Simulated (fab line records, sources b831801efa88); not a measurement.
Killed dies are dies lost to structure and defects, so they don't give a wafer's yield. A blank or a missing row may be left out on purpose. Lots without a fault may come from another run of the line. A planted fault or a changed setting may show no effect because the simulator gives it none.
Which tool did it? | flow sky130 | 11 lots, 33 wafers sampled, at 2 steps of a route of 708

WHAT THE GAUGES READ, wafer by wafer
SKY_METAL3_OVL_MEAS_14. Usual: METAL3_OVL 1 nm, standard deviation 6.4.
lot  | measured     | on         | METAL3_OVL (nm) | flag
L506 | day 38 07:47 | overlay-01 | 10 10 14        |
L505 | day 38 10:34 | overlay-02 | -7 -10 -1       |
L507 | day 38 19:54 | overlay-01 | 4 3 -1          |
L510 | day 39 22:17 | overlay-02 | 7 0 4           |
L511 | day 40 02:46 | overlay-02 | -1 -4 -1        |
L516 | day 41 21:35 | overlay-02 | 7 3 -1          |
L522 | day 43 05:59 | overlay-02 | 0 3 1           |
L523 | day 43 08:34 | overlay-02 | 0 -2 -4         |
L524 | day 43 13:38 | overlay-01 | 2 3 1           |
L528 | day 45 02:05 | overlay-01 | -17 -7 -12      |
L527 | day 45 10:26 | overlay-02 | 15 11 2         |

WHICH TOOL RAN EACH LOT (tool, then ch and the chambers of the sampled wafers, then the start)
lot  | SKY_METAL3_SPUTTER_02
L506 | pvd_sputter-02, day 36 02:43
L505 | pvd_sputter-02, day 36 06:54
L507 | pvd_sputter-03, day 36 16:30
L510 | pvd_sputter-02, day 37 18:28
L511 | pvd_sputter-02, day 37 23:56
L516 | pvd_sputter-02, day 39 19:33
L522 | pvd_sputter-04, day 41 06:31
L523 | pvd_sputter-03, day 41 08:10
L524 | pvd_sputter-03, day 41 14:10
L528 | pvd_sputter-03, day 43 03:35
L527 | pvd_sputter-03, day 43 12:28
- SKY_METAL3_SPUTTER_02: material AlCu, target thk 735 nm, time 39.1 s.

WHAT THE TOOLS THEMSELVES READ (means of the sampled wafers that have a number; where no wafer has one, the mark that the record gives instead)
SKY_METAL3_SPUTTER_02. Usual: throttle_valve_pct 29.9 %, standard deviation 0.68.
lot  | tool           | throttle_valve_pct (%) | flag
L506 | pvd_sputter-02 | 29.7                   |
L505 | pvd_sputter-02 | 29.8                   |
L507 | pvd_sputter-03 | 30.7                   |
L510 | pvd_sputter-02 | 29.4                   |
L511 | pvd_sputter-02 | 29.8                   |
L516 | pvd_sputter-02 | 29.8                   |
L522 | pvd_sputter-04 | 30.0                   |
L523 | pvd_sputter-03 | 30.3                   |
L524 | pvd_sputter-03 | 30.2                   |
L528 | pvd_sputter-03 | 30.3                   |
L527 | pvd_sputter-03 | 30.5                   |

THE ANSWER, worked out from the rows above alone
Rule: a lot is off if the mean of its wafers that have a number lies more than 3 standard deviations from the usual mean. A lot without any number at a reading at which 4 lots or more have one is off too. The other lots that the step has rows for count as sound. The gauges are gone through in route order, then the tools' own readings, and for those a lot's mean is taken as printed above. The first step at which some lot is off is used, and at that step the reading that is off furthest; a lot without a number counts as furthest.
No lot is off at any reading shown: from this, nothing can be told.

WHAT THE SIMULATOR HAD PUT IN
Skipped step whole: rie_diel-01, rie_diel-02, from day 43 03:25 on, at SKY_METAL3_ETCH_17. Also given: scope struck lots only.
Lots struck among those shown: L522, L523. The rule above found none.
